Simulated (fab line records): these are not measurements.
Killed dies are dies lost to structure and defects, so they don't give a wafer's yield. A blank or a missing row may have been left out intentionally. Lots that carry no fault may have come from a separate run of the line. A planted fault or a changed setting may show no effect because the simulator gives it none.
Comparing a struck lot with a sound one	flow gf180mcu	14 steps out of a route of 602
Sound: these wafers, L807.1, L807.4, L807.6. Wafers L800.1, L800.2, L800.5 were the ones struck. Last of all comes the cause.
For every step that has rows: the tool of each side, followed by ch and its chambers, followed by its first start. Under that, the readings that differ: sound wafers	struck wafers	difference of the means	sigmas: that difference in standard deviations of wafers without a fault.
alike: readings whose means differ by less than 2 such deviations, and words and numbers that are the same on both sides. not compared: withheld readings, readings that some wafer has no value for, bounds like >300 that may hide the same value, and numbers for which the record gives no deviation and whose values overlap.
The two part at a step that has a row with sigmas, a row that says differs or no value, or rows on one side only. Numbers that don't overlap but have no deviation are shown without sigmas and don't part them. A reading missing from all wafers of one side parts the sides only when that side holds two or more wafers.

first, 3 steps without rows for these wafers: GF_HV_LDD_EXPOSE_16 (exposes mask Pplus LV AREA, target cd 400 nm); GF_HV_LDD_PEB_17; GF_HV_LDD_DEVELOP_18 (develop time 60 s).
GF_HV_LDD_CD_MEAS_19 targets a cd of 400 nm.
  sound: cd_sem-01 at day 17 20:34; struck: cd_sem-01 at day 15 18:50
  alike: cd_nm
GF_HV_LDD_OVL_MEAS_20:
  sound: overlay-02 at day 17 20:41; struck: overlay-02 at day 15 18:58
  alike: HV_LDD_01_OVL
after that, 1 step had no rows for these wafers: GF_HV_LDD_IMPLANT_21.
GF_HV_LDD_STRIP_22: strips in O2/N2.
  sound on plasma_asher-03 ch 0,1, day 17 20:52; struck on plasma_asher-03 ch 0,1, day 15 19:09
  alike: chamber_pressure_mTorr, drypump_motor_current_A, heater_power_w, oes_product_au, platen_temp_c, strip_time_to_endpoint_s
  not compared: rf_hours_counter_h
GF_HV_LDD_TW_MEAS_23:
  sound: film_metro-03 at day 17 20:58; struck: film_metro-02 at day 15 19:15
  alike: HV_LDD_2_TW
then, 4 steps without rows for these wafers: GF_HV_LDD_DEHYDRATE_24 (time 60 s); GF_HV_LDD_HMDS_25 (prime time 60 s); GF_HV_LDD_COAT_26 (resist thk 1000 nm); GF_HV_LDD_SOFTBAKE_27 (time 60 s).
GF_HV_LDD_EXPOSE_28: exposes mask Nplus HV AREA, target cd 400 nm.
  struck on iline_stepper-02, day 16 05:20; sound on iline_stepper-01 ch 0, day 18 08:30
  no value came back on the struck wafers for exposure_dose_mJ_cm2, focus_offset_nm (nm); on the sound wafers exposure_dose_mJ_cm2 reads 140.02 140.08 139.91
reading	sound	struck	difference	sigmas
model.HV_LDD.overlay_y_nm (nm)	-0.4218 -0.4218 -0.4218	-0.472 -0.472 -0.472	-0.050	
model.HV_LDD.overlay_x_nm (nm)	-0.0009963 -0.0009963 -0.0009963	-0.4099 -0.4099 -0.4099	-0.4089	
  alike: mask
after that, 1 step had no rows for these wafers: GF_HV_LDD_PEB_29.

== WHERE THEY PART ==
Only at GF_HV_LDD_EXPOSE_28, within this record.

WHY: what had been put in by the simulator
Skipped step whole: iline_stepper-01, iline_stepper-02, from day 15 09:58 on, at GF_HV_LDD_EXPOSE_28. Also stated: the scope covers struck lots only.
